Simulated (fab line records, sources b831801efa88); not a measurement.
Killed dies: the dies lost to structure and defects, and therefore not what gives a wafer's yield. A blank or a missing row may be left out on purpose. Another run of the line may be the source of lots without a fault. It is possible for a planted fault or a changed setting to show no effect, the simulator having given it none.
fab line records || flow sfq-line
record {"lots": 6, "wafers": 18, "last-day": 83}
route steps=325 shown M1@69 I1@73
lots with no fault: from the same line, run without faults
start-h: hours from the record's first day to the start of the lot's first wafer shown || wait-h: hours elapsed since this lot's preceding step || " repeats the value in the row above || L1.1+2: several wafers, shown together as one row || - no value present, or no start provided || * or withheld: withheld || < > ~ a bound
route shown NAME@n: a module of which the file shows steps, and the number in the route of the first || usual: the fault-free wafers' mean and standard deviation || same: alike in all rows || chamber/n: place in a boat || sites: readings site by site || _std_site: standard deviation of those values || _edge_site: outer sites' mean less inner sites' || radius-mm: how far each site lies from the wafer's centre || mask NAME#n: copy n || behind: the tool/chamber that last shaped the wafer || hold: what put the lot on hold/how long, in hours/how the hold closed || device: the n, p or np transistor that did not switch || end of line: tests of these same wafers at the route's end || a step with no rows: only its recipe || killed: at the first sort, the dies lost to defects and structure; wafer yield is something else || map: a wafer's dies, marking killed ones x, the rest . and places with no die _
set.NAME: the setting the step ran with; set.NAME@STEP: the setting that earlier step ran with || model.NAME: the simulator's own value behind a step, which no gauge read
lots seen at some steps along the route; tables by step, rows by wafer
services: the hour from which a tool's chamber was out of use, counted from the record's first day as start-h (under 0 if before that day), plus the number of hours and why
## steps
# step SFQ_TRILAYER_M1_BARC_OPEN_METAL_ETCH_054
# recipe {"mask-material": "PR", "chemistry": "O2", "target-depth-nm": 125, "target": "BARC", "icp-w": 600, "bias-w": 80, "pressure-mtorr": 10, "time-s": 41.7}
# usual {"drypump-motor-current-A": "5.3/0.34", "oes-product-au": "0.685/0.0051"}
{"lot.wafer": "L791.1", "tool": "rie-metal-04", "chamber": 1, "start-h": 388.23, "wait-h": 0.0, "drypump-motor-current-A": 5.5, "oes-product-au": 0.677, "rf-hours-counter-h": 186}
{"lot.wafer": "L791.3", "tool": "rie-metal-04", "chamber": 0, "start-h": 388.23, "wait-h": 0.0, "drypump-motor-current-A": 5.1, "oes-product-au": 0.680, "rf-hours-counter-h": "-"}
{"lot.wafer": "L791.6", "tool": "rie-metal-04", "chamber": 0, "start-h": 388.23, "wait-h": 0.0, "drypump-motor-current-A": 5.0, "oes-product-au": 0.682, "rf-hours-counter-h": "-"}
{"lot.wafer": "L793.1", "tool": "rie-metal-01", "chamber": 0, "start-h": 408.63, "wait-h": 0.0, "drypump-motor-current-A": 5.2, "oes-product-au": 0.686, "rf-hours-counter-h": 113}
{"lot.wafer": "L793.2", "tool": "rie-metal-01", "chamber": 1, "start-h": 408.63, "wait-h": 0.0, "drypump-motor-current-A": 5.6, "oes-product-au": 0.681, "rf-hours-counter-h": 86}
{"lot.wafer": "L793.6", "tool": "rie-metal-01", "chamber": 0, "start-h": 408.63, "wait-h": 0.0, "drypump-motor-current-A": 5.2, "oes-product-au": 0.676, "rf-hours-counter-h": "-"}
{"lot.wafer": "L807.1", "tool": "rie-metal-01", "chamber": 0, "start-h": 567.89, "wait-h": 0.0, "drypump-motor-current-A": 5.2, "oes-product-au": 0.684, "rf-hours-counter-h": 137}
{"lot.wafer": "L807.2", "tool": "rie-metal-01", "chamber": 1, "start-h": 567.89, "wait-h": 0.0, "drypump-motor-current-A": 5.6, "oes-product-au": 0.683, "rf-hours-counter-h": 114}
{"lot.wafer": "L807.5", "tool": "rie-metal-01", "chamber": 0, "start-h": 567.89, "wait-h": 0.0, "drypump-motor-current-A": 5.2, "oes-product-au": 0.696, "rf-hours-counter-h": "-"}
{"lot.wafer": "L808.1", "tool": "rie-metal-03", "chamber": 0, "start-h": 577.46, "wait-h": 0.0, "drypump-motor-current-A": 4.8, "oes-product-au": 0.690, "rf-hours-counter-h": 53}
{"lot.wafer": "L808.2", "tool": "rie-metal-03", "chamber": 1, "start-h": 577.46, "wait-h": 0.0, "drypump-motor-current-A": 5.8, "oes-product-au": 0.689, "rf-hours-counter-h": 93}
{"lot.wafer": "L808.4", "tool": "rie-metal-03", "chamber": 0, "start-h": 577.46, "wait-h": 0.0, "drypump-motor-current-A": 4.8, "oes-product-au": 0.684, "rf-hours-counter-h": "-"}
{"lot.wafer": "L812.1", "tool": "rie-metal-01", "chamber": 1, "start-h": 614.83, "wait-h": 0.0, "drypump-motor-current-A": 5.6, "oes-product-au": 0.683, "rf-hours-counter-h": 122}
{"lot.wafer": "L812.3", "tool": "rie-metal-01", "chamber": 1, "start-h": 614.83, "wait-h": 0.0, "drypump-motor-current-A": 5.6, "oes-product-au": 0.681, "rf-hours-counter-h": "-"}
{"lot.wafer": "L812.6", "tool": "rie-metal-01", "chamber": 1, "start-h": 614.83, "wait-h": 0.0, "drypump-motor-current-A": 5.6, "oes-product-au": 0.689, "rf-hours-counter-h": "-"}
{"lot.wafer": "L813.2", "tool": "rie-metal-01", "chamber": 0, "start-h": 626.83, "wait-h": 0.0, "drypump-motor-current-A": 5.2, "oes-product-au": 0.680, "rf-hours-counter-h": 147}
{"lot.wafer": "L813.3", "tool": "rie-metal-01", "chamber": 1, "start-h": 626.83, "wait-h": 0.0, "drypump-motor-current-A": 5.6, "oes-product-au": 0.691, "rf-hours-counter-h": "-"}
{"lot.wafer": "L813.4", "tool": "rie-metal-01", "chamber": 0, "start-h": 626.83, "wait-h": 0.0, "drypump-motor-current-A": 5.2, "oes-product-au": 0.677, "rf-hours-counter-h": "-"}
# step SFQ_TRILAYER_M1_ETCH_METAL_ETCH_042
# recipe {"target": "Nb", "stop-on": "SiO2", "mask-material": "PR", "chemistry": "Cl2/Ar", "target-depth-nm": 240, "icp-w": 600, "bias-w": 80, "pressure-mtorr": 10, "time-s": 120}
# step SFQ_TRILAYER_M1_STRIP_STRIP_043
# recipe {"gas": "O2", "power-w": 200, "platen-temp-c": 40, "overash-fraction": 0.65, "chemistry": "O2", "pressure-mtorr": 50}
# usual {"drypump-motor-current-A": "5.3/0.34", "oes-product-au": "1.005/0.0068"}
{"lot.wafer": "L791.1", "tool": "rie-metal-04", "chamber": 1, "start-h": 388.41, "wait-h": 0.1, "drypump-motor-current-A": 5.5, "oes-product-au": 0.991, "rf-hours-counter-h": 186}
{"lot.wafer": "L791.3", "tool": "rie-metal-04", "chamber": 0, "start-h": 388.41, "wait-h": 0.1, "drypump-motor-current-A": 5.0, "oes-product-au": 1.010, "rf-hours-counter-h": "-"}
{"lot.wafer": "L791.6", "tool": "rie-metal-04", "chamber": 0, "start-h": 388.41, "wait-h": 0.1, "drypump-motor-current-A": 5.0, "oes-product-au": 1.004, "rf-hours-counter-h": "-"}
{"lot.wafer": "L793.1", "tool": "rie-metal-01", "chamber": 0, "start-h": 408.81, "wait-h": 0.1, "drypump-motor-current-A": 5.2, "oes-product-au": 1.012, "rf-hours-counter-h": 114}
{"lot.wafer": "L793.2", "tool": "rie-metal-01", "chamber": 1, "start-h": 408.81, "wait-h": 0.1, "drypump-motor-current-A": 5.6, "oes-product-au": 1.018, "rf-hours-counter-h": 86}
{"lot.wafer": "L793.6", "tool": "rie-metal-01", "chamber": 0, "start-h": 408.81, "wait-h": 0.1, "drypump-motor-current-A": 5.2, "oes-product-au": 1.004, "rf-hours-counter-h": "-"}
{"lot.wafer": "L807.1", "tool": "rie-metal-01", "chamber": 0, "start-h": 568.07, "wait-h": 0.1, "drypump-motor-current-A": 5.2, "oes-product-au": 1.005, "rf-hours-counter-h": 137}
{"lot.wafer": "L807.2", "tool": "rie-metal-01", "chamber": 1, "start-h": 568.07, "wait-h": 0.1, "drypump-motor-current-A": 5.6, "oes-product-au": 1.011, "rf-hours-counter-h": 115}
{"lot.wafer": "L807.5", "tool": "rie-metal-01", "chamber": 0, "start-h": 568.07, "wait-h": 0.1, "drypump-motor-current-A": 5.2, "oes-product-au": 1.007, "rf-hours-counter-h": "-"}
{"lot.wafer": "L808.1", "tool": "rie-metal-03", "chamber": 0, "start-h": 577.64, "wait-h": 0.1, "drypump-motor-current-A": 4.8, "oes-product-au": 0.996, "rf-hours-counter-h": 53}
{"lot.wafer": "L808.2", "tool": "rie-metal-03", "chamber": 1, "start-h": 577.64, "wait-h": 0.1, "drypump-motor-current-A": 5.8, "oes-product-au": 1.012, "rf-hours-counter-h": 94}
{"lot.wafer": "L808.4", "tool": "rie-metal-03", "chamber": 0, "start-h": 577.64, "wait-h": 0.1, "drypump-motor-current-A": 4.8, "oes-product-au": 0.996, "rf-hours-counter-h": "-"}
{"lot.wafer": "L812.1", "tool": "rie-metal-01", "chamber": 1, "start-h": 615.02, "wait-h": 0.1, "drypump-motor-current-A": 5.6, "oes-product-au": 1.005, "rf-hours-counter-h": 122}
{"lot.wafer": "L812.3", "tool": "rie-metal-01", "chamber": 1, "start-h": 615.02, "wait-h": 0.1, "drypump-motor-current-A": 5.6, "oes-product-au": 1.004, "rf-hours-counter-h": "-"}
{"lot.wafer": "L812.6", "tool": "rie-metal-01", "chamber": 1, "start-h": 615.02, "wait-h": 0.1, "drypump-motor-current-A": 5.6, "oes-product-au": 1.000, "rf-hours-counter-h": "-"}
{"lot.wafer": "L813.2", "tool": "rie-metal-01", "chamber": 0, "start-h": 627.02, "wait-h": 0.1, "drypump-motor-current-A": 5.2, "oes-product-au": 0.998, "rf-hours-counter-h": 147}
{"lot.wafer": "L813.3", "tool": "rie-metal-01", "chamber": 1, "start-h": 627.02, "wait-h": 0.1, "drypump-motor-current-A": 5.6, "oes-product-au": 1.016, "rf-hours-counter-h": "-"}
{"lot.wafer": "L813.4", "tool": "rie-metal-01", "chamber": 0, "start-h": 627.02, "wait-h": 0.1, "drypump-motor-current-A": 5.2, "oes-product-au": 1.010, "rf-hours-counter-h": "-"}
# step SFQ_TRILAYER_M1_STRIP_SOLV_CLEAN_044
# recipe {"chemistry": "NMP", "temp-c": 70, "time-s": 600}
# step SFQ_TRILAYER_I1_DEP_PECVD_045
# recipe {"material": "SiO2", "temp-c": 150, "time-s": 111.11, "pressure-torr": 2.4, "rf-w": 183.3, "precursor": "SiH4/N2O", "target-thk-nm": 500}
# usual {"heater-power-w": "82/13", "throttle-valve-pct": "24.4/1.3"}
{"lot.wafer": "L791.1", "tool": "pecvd-02", "chamber": 2, "start-h": 389.20, "wait-h": 0.0, "heater-power-w": 82, "throttle-valve-pct": 21.7}
{"lot.wafer": "L791.3", "tool": "pecvd-02", "chamber": 1, "start-h": 389.20, "wait-h": 0.0, "heater-power-w": 73, "throttle-valve-pct": 22.3}
{"lot.wafer": "L791.6", "tool": "pecvd-02", "chamber": 0, "start-h": 389.20, "wait-h": 0.0, "heater-power-w": 92, "throttle-valve-pct": 24.1}
{"lot.wafer": "L793.1", "tool": "pecvd-04", "chamber": 2, "start-h": 409.59, "wait-h": 0.0, "heater-power-w": 71, "throttle-valve-pct": 23.6}
{"lot.wafer": "L793.2", "tool": "pecvd-04", "chamber": 0, "start-h": 409.59, "wait-h": 0.0, "heater-power-w": 70, "throttle-valve-pct": 24.4}
{"lot.wafer": "L793.6", "tool": "pecvd-04", "chamber": 1, "start-h": 409.59, "wait-h": 0.0, "heater-power-w": 124, "throttle-valve-pct": 24.4}
{"lot.wafer": "L807.1", "tool": "pecvd-02", "chamber": 2, "start-h": 568.85, "wait-h": 0.0, "heater-power-w": 78, "throttle-valve-pct": 22.6}
{"lot.wafer": "L807.2", "tool": "pecvd-02", "chamber": 0, "start-h": 568.85, "wait-h": 0.0, "heater-power-w": 93, "throttle-valve-pct": 24.8}
{"lot.wafer": "L807.5", "tool": "pecvd-02", "chamber": 2, "start-h": 568.85, "wait-h": 0.0, "heater-power-w": 83, "throttle-valve-pct": 22.7}
{"lot.wafer": "L808.1", "tool": "pecvd-01", "chamber": 0, "start-h": 578.42, "wait-h": 0.0, "heater-power-w": 78, "throttle-valve-pct": 22.7}
{"lot.wafer": "L808.2", "tool": "pecvd-01", "chamber": 2, "start-h": 578.42, "wait-h": 0.0, "heater-power-w": 74, "throttle-valve-pct": 24.0}
{"lot.wafer": "L808.4", "tool": "pecvd-01", "chamber": 2, "start-h": 578.42, "wait-h": 0.0, "heater-power-w": 78, "throttle-valve-pct": 24.0}
{"lot.wafer": "L812.1", "tool": "pecvd-02", "chamber": 1, "start-h": 615.79, "wait-h": 0.0, "heater-power-w": 87, "throttle-valve-pct": 22.9}
{"lot.wafer": "L812.3", "tool": "pecvd-02", "chamber": 0, "start-h": 615.79, "wait-h": 0.0, "heater-power-w": 82, "throttle-valve-pct": 24.9}
{"lot.wafer": "L812.6", "tool": "pecvd-02", "chamber": 1, "start-h": 615.79, "wait-h": 0.0, "heater-power-w": 68, "throttle-valve-pct": 23.0}
{"lot.wafer": "L813.2", "tool": "pecvd-04", "chamber": 1, "start-h": 627.97, "wait-h": 0.0, "heater-power-w": 102, "throttle-valve-pct": 25.4}
{"lot.wafer": "L813.3", "tool": "pecvd-04", "chamber": 0, "start-h": 627.97, "wait-h": 0.0, "heater-power-w": 77, "throttle-valve-pct": 26.0}
{"lot.wafer": "L813.4", "tool": "pecvd-04", "chamber": 1, "start-h": 627.97, "wait-h": 0.0, "heater-power-w": 113, "throttle-valve-pct": 25.2}
# step SFQ_TRILAYER_I1_CMP_CMP_046
# recipe {"material": "SiO2", "down-force-psi": 3, "platen-rpm": 60, "pad-velocity-m-s": 0.94248}
# usual {"motor-current-A": "9.3/0.7", "time-to-endpoint-s": "216/7"}
{"lot.wafer": "L791.1", "tool": "cmp-02", "chamber": 3, "start-h": 394.92, "wait-h": 5.7, "motor-current-A": 8.2, "time-to-endpoint-s": 209}
{"lot.wafer": "L791.3", "tool": "cmp-02", "chamber": 1, "start-h": 395.92, "wait-h": 6.7, "motor-current-A": 10.1, "time-to-endpoint-s": 212}
{"lot.wafer": "L791.6", "tool": "cmp-02", "chamber": 3, "start-h": 396.92, "wait-h": 7.6, "motor-current-A": 8.2, "time-to-endpoint-s": 220}
{"lot.wafer": "L793.1", "tool": "cmp-01", "chamber": 2, "start-h": 411.68, "wait-h": 2.1, "motor-current-A": 9.9, "time-to-endpoint-s": 223}
{"lot.wafer": "L793.2", "tool": "cmp-01", "chamber": 3, "start-h": 411.68, "wait-h": 2.1, "motor-current-A": 10.6, "time-to-endpoint-s": 220}
{"lot.wafer": "L793.6", "tool": "cmp-01", "chamber": 1, "start-h": 413.18, "wait-h": 3.5, "motor-current-A": 9.6, "time-to-endpoint-s": 227}
{"lot.wafer": "L807.2", "tool": "cmp-02", "chamber": 3, "start-h": 587.00, "wait-h": 18.1, "motor-current-A": 8.9, "time-to-endpoint-s": 205}
{"lot.wafer": "L807.1", "tool": "cmp-02", "chamber": 0, "start-h": 587.00, "wait-h": 18.1, "motor-current-A": 8.5, "time-to-endpoint-s": 212}
{"lot.wafer": "L807.5", "tool": "cmp-02", "chamber": 2, "start-h": 588.50, "wait-h": 19.6, "motor-current-A": 9.1, "time-to-endpoint-s": 208}
{"lot.wafer": "L808.2", "tool": "cmp-01", "chamber": 2, "start-h": 593.40, "wait-h": 14.9, "motor-current-A": 10.1, "time-to-endpoint-s": 213}
{"lot.wafer": "L808.4", "tool": "cmp-01", "chamber": 3, "start-h": 593.40, "wait-h": 14.9, "motor-current-A": 10.5, "time-to-endpoint-s": 222}
{"lot.wafer": "L808.1", "tool": "cmp-01", "chamber": 0, "start-h": 593.40, "wait-h": 14.9, "motor-current-A": 8.9, "time-to-endpoint-s": 210}
{"lot.wafer": "L812.3", "tool": "cmp-02", "chamber": 3, "start-h": 631.00, "wait-h": 15.2, "motor-current-A": 8.6, "time-to-endpoint-s": 212}
{"lot.wafer": "L812.1", "tool": "cmp-02", "chamber": 0, "start-h": 631.00, "wait-h": 15.2, "motor-current-A": 9.0, "time-to-endpoint-s": 217}
{"lot.wafer": "L812.6", "tool": "cmp-02", "chamber": 3, "start-h": 633.00, "wait-h": 17.1, "motor-current-A": 8.4, "time-to-endpoint-s": 215}
{"lot.wafer": "L813.4", "tool": "cmp-02", "chamber": 2, "start-h": 643.00, "wait-h": 15.0, "motor-current-A": 8.7, "time-to-endpoint-s": 209}
{"lot.wafer": "L813.3", "tool": "cmp-02", "chamber": 3, "start-h": 643.00, "wait-h": 15.0, "motor-current-A": 8.9, "time-to-endpoint-s": 213}
{"lot.wafer": "L813.2", "tool": "cmp-02", "chamber": 1, "start-h": 644.50, "wait-h": 16.5, "motor-current-A": 9.1, "time-to-endpoint-s": 213}
# step SFQ_I1_BOW_MEAS_912
# recipe {"mode": "bow"}
# usual {"I1_BOW": "2/7.4"}
{"lot.wafer": "L791.1", "tool": "film-metro-01", "chamber": "-", "start-h": 397.42, "wait-h": 2.0, "I1_BOW[um]": 5}
{"lot.wafer": "L791.3", "tool": "film-metro-01", "chamber": "-", "start-h": 397.42, "wait-h": 2.0, "I1_BOW[um]": 8}
{"lot.wafer": "L791.6", "tool": "film-metro-01", "chamber": "-", "start-h": 397.42, "wait-h": 2.0, "I1_BOW[um]": -2}
{"lot.wafer": "L793.1", "tool": "film-metro-03", "chamber": "-", "start-h": 414.18, "wait-h": 2.0, "I1_BOW[um]": 2}
{"lot.wafer": "L793.2", "tool": "film-metro-03", "chamber": "-", "start-h": 414.18, "wait-h": 2.0, "I1_BOW[um]": 4}
{"lot.wafer": "L793.6", "tool": "film-metro-03", "chamber": "-", "start-h": 414.18, "wait-h": 2.0, "I1_BOW[um]": 6}
{"lot.wafer": "L807.1", "tool": "film-metro-01", "chamber": "-", "start-h": 589.00, "wait-h": 1.0, "I1_BOW[um]": -9}
{"lot.wafer": "L807.2", "tool": "film-metro-01", "chamber": "-", "start-h": 589.00, "wait-h": 1.0, "I1_BOW[um]": -3}
{"lot.wafer": "L807.5", "tool": "film-metro-01", "chamber": "-", "start-h": 589.00, "wait-h": 1.0, "I1_BOW[um]": 6}
{"lot.wafer": "L808.1", "tool": "film-metro-01", "chamber": "-", "start-h": 595.90, "wait-h": 1.0, "I1_BOW[um]": 18}
{"lot.wafer": "L808.2", "tool": "film-metro-01", "chamber": "-", "start-h": 595.90, "wait-h": 1.0, "I1_BOW[um]": 0}
{"lot.wafer": "L808.4", "tool": "film-metro-01", "chamber": "-", "start-h": 595.90, "wait-h": 1.0, "I1_BOW[um]": 9}
{"lot.wafer": "L812.1", "tool": "film-metro-03", "chamber": "-", "start-h": 634.00, "wait-h": 2.0, "I1_BOW[um]": 2}
{"lot.wafer": "L812.3", "tool": "film-metro-03", "chamber": "-", "start-h": 634.00, "wait-h": 2.0, "I1_BOW[um]": 14}
{"lot.wafer": "L812.6", "tool": "film-metro-03", "chamber": "-", "start-h": 634.00, "wait-h": 2.0, "I1_BOW[um]": -2}
{"lot.wafer": "L813.2", "tool": "film-metro-01", "chamber": "-", "start-h": 646.02, "wait-h": 1.0, "I1_BOW[um]": -7}
{"lot.wafer": "L813.3", "tool": "film-metro-01", "chamber": "-", "start-h": 646.02, "wait-h": 1.0, "I1_BOW[um]": 10}
{"lot.wafer": "L813.4", "tool": "film-metro-01", "chamber": "-", "start-h": 646.02, "wait-h": 1.0, "I1_BOW[um]": 1}
# step SFQ_TRILAYER_I1_METRO_MEASURE_047
# usual {"thk-nm": "200.3/0.92"}
{"lot.wafer": "L791.1", "tool": "film-metro-01", "chamber": "-", "start-h": 397.54, "wait-h": 0.1, "thk-nm": 201.7}
{"lot.wafer": "L791.3", "tool": "film-metro-01", "chamber": "-", "start-h": 397.54, "wait-h": 0.1, "thk-nm": 200.9}
{"lot.wafer": "L791.6", "tool": "film-metro-01", "chamber": "-", "start-h": 397.54, "wait-h": 0.1, "thk-nm": 200.5}
{"lot.wafer": "L793.1", "tool": "film-metro-03", "chamber": "-", "start-h": 414.30, "wait-h": 0.1, "thk-nm": 200.9}
{"lot.wafer": "L793.2", "tool": "film-metro-03", "chamber": "-", "start-h": 414.30, "wait-h": 0.1, "thk-nm": 201.2}
{"lot.wafer": "L793.6", "tool": "film-metro-03", "chamber": "-", "start-h": 414.30, "wait-h": 0.1, "thk-nm": 200.9}
{"lot.wafer": "L807.1", "tool": "film-metro-01", "chamber": "-", "start-h": 589.12, "wait-h": 0.1, "thk-nm": 198.1}
{"lot.wafer": "L807.2", "tool": "film-metro-01", "chamber": "-", "start-h": 589.12, "wait-h": 0.1, "thk-nm": 199.5}
{"lot.wafer": "L807.5", "tool": "film-metro-01", "chamber": "-", "start-h": 589.12, "wait-h": 0.1, "thk-nm": 198.5}
{"lot.wafer": "L808.1", "tool": "film-metro-01", "chamber": "-", "start-h": 596.02, "wait-h": 0.1, "thk-nm": 201.0}
{"lot.wafer": "L808.2", "tool": "film-metro-01", "chamber": "-", "start-h": 596.02, "wait-h": 0.1, "thk-nm": 201.1}
{"lot.wafer": "L808.4", "tool": "film-metro-01", "chamber": "-", "start-h": 596.02, "wait-h": 0.1, "thk-nm": 200.3}
{"lot.wafer": "L812.1", "tool": "film-metro-03", "chamber": "-", "start-h": 634.12, "wait-h": 0.1, "thk-nm": 201.3}
{"lot.wafer": "L812.3", "tool": "film-metro-03", "chamber": "-", "start-h": 634.12, "wait-h": 0.1, "thk-nm": 201.3}
{"lot.wafer": "L812.6", "tool": "film-metro-03", "chamber": "-", "start-h": 634.12, "wait-h": 0.1, "thk-nm": 201.2}
{"lot.wafer": "L813.2", "tool": "film-metro-01", "chamber": "-", "start-h": 646.32, "wait-h": 0.3, "thk-nm": 199.3}
{"lot.wafer": "L813.3", "tool": "film-metro-01", "chamber": "-", "start-h": 646.32, "wait-h": 0.3, "thk-nm": 200.9}
{"lot.wafer": "L813.4", "tool": "film-metro-01", "chamber": "-", "start-h": 646.32, "wait-h": 0.3, "thk-nm": 199.8}
# step SFQ_TRILAYER_I1_VIA_LITHO_COAT_054
# recipe {"resist": "BARC", "spin-rpm": 3000, "resist-thk-nm": 63.13}
# step SFQ_TRILAYER_I1_VIA_LITHO_COAT_049
# recipe {"resist": "KrF", "spin-rpm": 3000, "resist-thk-nm": 650}
# step SFQ_TRILAYER_I1_VIA_LITHO_SOFTBAKE_053
# recipe {"temp-c": "withheld", "time-s": "withheld", "resist": "KrF"}
# step SFQ_TRILAYER_I1_VIA_LITHO_EXPOSE_050
# recipe {"mask-id": "I1", "na": 0.6, "source-shape": "conventional", "sigma-outer": 0.65, "target-cd-nm": 500, "dose-mj": 21.3}
# step SFQ_TRILAYER_I1_VIA_LITHO_PEB_052
# recipe {"peb-temp-c": 115, "peb-time-s": 60, "resist": "KrF"}
# usual {"chill-plate-temp-C": "22.99/0.1", "exhaust-pa": "44.9/1.1"}
{"lot.wafer": "L791.1", "tool": "litho-track-03", "chamber": 0, "start-h": 424.11, "wait-h": 1.0, "chill-plate-temp-C": 23.06, "exhaust-pa": 46.1}
{"lot.wafer": "L791.3", "tool": "litho-track-03", "chamber": 0, "start-h": 424.11, "wait-h": 1.0, "chill-plate-temp-C": 23.02, "exhaust-pa": 46.3}
{"lot.wafer": "L791.6", "tool": "litho-track-03", "chamber": 0, "start-h": 424.11, "wait-h": 1.0, "chill-plate-temp-C": 22.87, "exhaust-pa": 45.1}
{"lot.wafer": "L793.1", "tool": "litho-track-02", "chamber": 0, "start-h": 442.21, "wait-h": 1.0, "chill-plate-temp-C": 23.02, "exhaust-pa": 46.4}
{"lot.wafer": "L793.2", "tool": "litho-track-02", "chamber": 0, "start-h": 442.21, "wait-h": 1.0, "chill-plate-temp-C": 23.03, "exhaust-pa": 45.5}
{"lot.wafer": "L793.6", "tool": "litho-track-02", "chamber": 0, "start-h": 442.21, "wait-h": 1.0, "chill-plate-temp-C": 23.11, "exhaust-pa": 46.4}
{"lot.wafer": "L807.1", "tool": "litho-track-04", "chamber": "-", "start-h": 595.54, "wait-h": 1.0, "chill-plate-temp-C": "-", "exhaust-pa": "-"}
{"lot.wafer": "L807.2", "tool": "litho-track-04", "chamber": "-", "start-h": 595.54, "wait-h": 1.0, "chill-plate-temp-C": "-", "exhaust-pa": "-"}
{"lot.wafer": "L807.5", "tool": "litho-track-04", "chamber": "-", "start-h": 595.54, "wait-h": 1.0, "chill-plate-temp-C": "-", "exhaust-pa": "-"}
{"lot.wafer": "L808.1", "tool": "litho-track-02", "chamber": "-", "start-h": 600.34, "wait-h": 1.0, "chill-plate-temp-C": "-", "exhaust-pa": "-"}
{"lot.wafer": "L808.2", "tool": "litho-track-02", "chamber": "-", "start-h": 600.34, "wait-h": 1.0, "chill-plate-temp-C": "-", "exhaust-pa": "-"}
{"lot.wafer": "L808.4", "tool": "litho-track-02", "chamber": "-", "start-h": 600.34, "wait-h": 1.0, "chill-plate-temp-C": "-", "exhaust-pa": "-"}
{"lot.wafer": "L812.1", "tool": "litho-track-03", "chamber": 0, "start-h": 640.10, "wait-h": 1.0, "chill-plate-temp-C": 23.15, "exhaust-pa": 45.4}
{"lot.wafer": "L812.3", "tool": "litho-track-03", "chamber": 0, "start-h": 640.10, "wait-h": 1.0, "chill-plate-temp-C": 22.94, "exhaust-pa": 46.4}
{"lot.wafer": "L812.6", "tool": "litho-track-03", "chamber": 0, "start-h": 640.10, "wait-h": 1.0, "chill-plate-temp-C": 23.14, "exhaust-pa": 45.6}
{"lot.wafer": "L813.2", "tool": "litho-track-02", "chamber": 0, "start-h": 789.32, "wait-h": 0.8, "chill-plate-temp-C": 23.06, "exhaust-pa": 44.7}
{"lot.wafer": "L813.3", "tool": "litho-track-02", "chamber": 0, "start-h": 789.32, "wait-h": 0.8, "chill-plate-temp-C": 22.94, "exhaust-pa": 45.4}
{"lot.wafer": "L813.4", "tool": "litho-track-02", "chamber": 0, "start-h": 789.32, "wait-h": 0.8, "chill-plate-temp-C": 23.08, "exhaust-pa": 42.7}
# step SFQ_TRILAYER_I1_VIA_LITHO_DEVELOP_051
# recipe {"time-s": 60, "resist": "KrF"}
## services
{"tool": "film-metro-03", "chamber": "-", "start-h": 368.10, "hours": 0.7, "kind": "pm"}
{"tool": "cmp-02", "chamber": "-", "start-h": 369.64, "hours": 3.8, "kind": "pm"}
{"tool": "cmp-01", "chamber": "-", "start-h": 378.18, "hours": 1.7, "kind": "repair"}
{"tool": "film-metro-03", "chamber": "-", "start-h": 384.00, "hours": 0.9, "kind": "pm"}
{"tool": "film-metro-01", "chamber": "-", "start-h": 392.17, "hours": 1.4, "kind": "pm"}
{"tool": "cmp-01", "chamber": "-", "start-h": 407.18, "hours": 4.0, "kind": "pm"}
{"tool": "rie-metal-01", "chamber": "-", "start-h": 427.14, "hours": 14.6, "kind": "pm"}
{"tool": "film-metro-01", "chamber": "-", "start-h": 432.68, "hours": 0.9, "kind": "pm"}
{"tool": "rie-metal-01", "chamber": 0, "start-h": 443.13, "hours": 12.8, "kind": "repair"}
{"tool": "rie-metal-04", "chamber": 1, "start-h": 461.52, "hours": 3.9, "kind": "repair"}
{"tool": "cmp-02", "chamber": "-", "start-h": 477.38, "hours": 1.0, "kind": "repair"}
{"tool": "pecvd-02", "chamber": "-", "start-h": 485.83, "hours": 2.6, "kind": "repair"}
{"tool": "rie-metal-01", "chamber": 0, "start-h": 509.01, "hours": 4.1, "kind": "repair"}
{"tool": "cmp-02", "chamber": "-", "start-h": 513.33, "hours": 14.7, "kind": "pm"}
{"tool": "film-metro-01", "chamber": "-", "start-h": 514.21, "hours": 0.8, "kind": "pm"}
{"tool": "cmp-02", "chamber": "-", "start-h": 579.00, "hours": 4.0, "kind": "pm"}
{"tool": "film-metro-01", "chamber": "-", "start-h": 588.22, "hours": 0.6, "kind": "pm"}
{"tool": "film-metro-01", "chamber": "-", "start-h": 678.22, "hours": 0.7, "kind": "pm"}
{"tool": "cmp-02", "chamber": "-", "start-h": 722.75, "hours": 5.7, "kind": "pm"}
{"tool": "pecvd-02", "chamber": 0, "start-h": 724.06, "hours": 31.8, "kind": "repair"}
{"tool": "film-metro-01", "chamber": "-", "start-h": 739.35, "hours": 17.0, "kind": "repair"}
{"tool": "cmp-02", "chamber": "-", "start-h": 740.75, "hours": 4.7, "kind": "pm"}
{"tool": "film-metro-01", "chamber": "-", "start-h": 759.21, "hours": 0.2, "kind": "pm"}
{"tool": "cmp-02", "chamber": "-", "start-h": 768.73, "hours": 3.9, "kind": "repair"}
## key
first-sign {"step": "SFQ_TRILAYER_I1_VIA_LITHO_PEB_052", "reading": "tool-record", "direction": "missing"}
effect none on later readings
met-at SFQ_TRILAYER_I1_VIA_LITHO_PEB_052
struck-wafers L807.1,L807.2,L807.5,L808.1,L808.2,L808.4
onset-between 442.21 595.54
fault {"kind": "skipped-step-whole", "tool": "litho-track-02,litho-track-04", "chamber": "-", "onset-h": 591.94, "steps": "SFQ_TRILAYER_I1_VIA_LITHO_PEB_052", "scope": "struck-lots-only"}
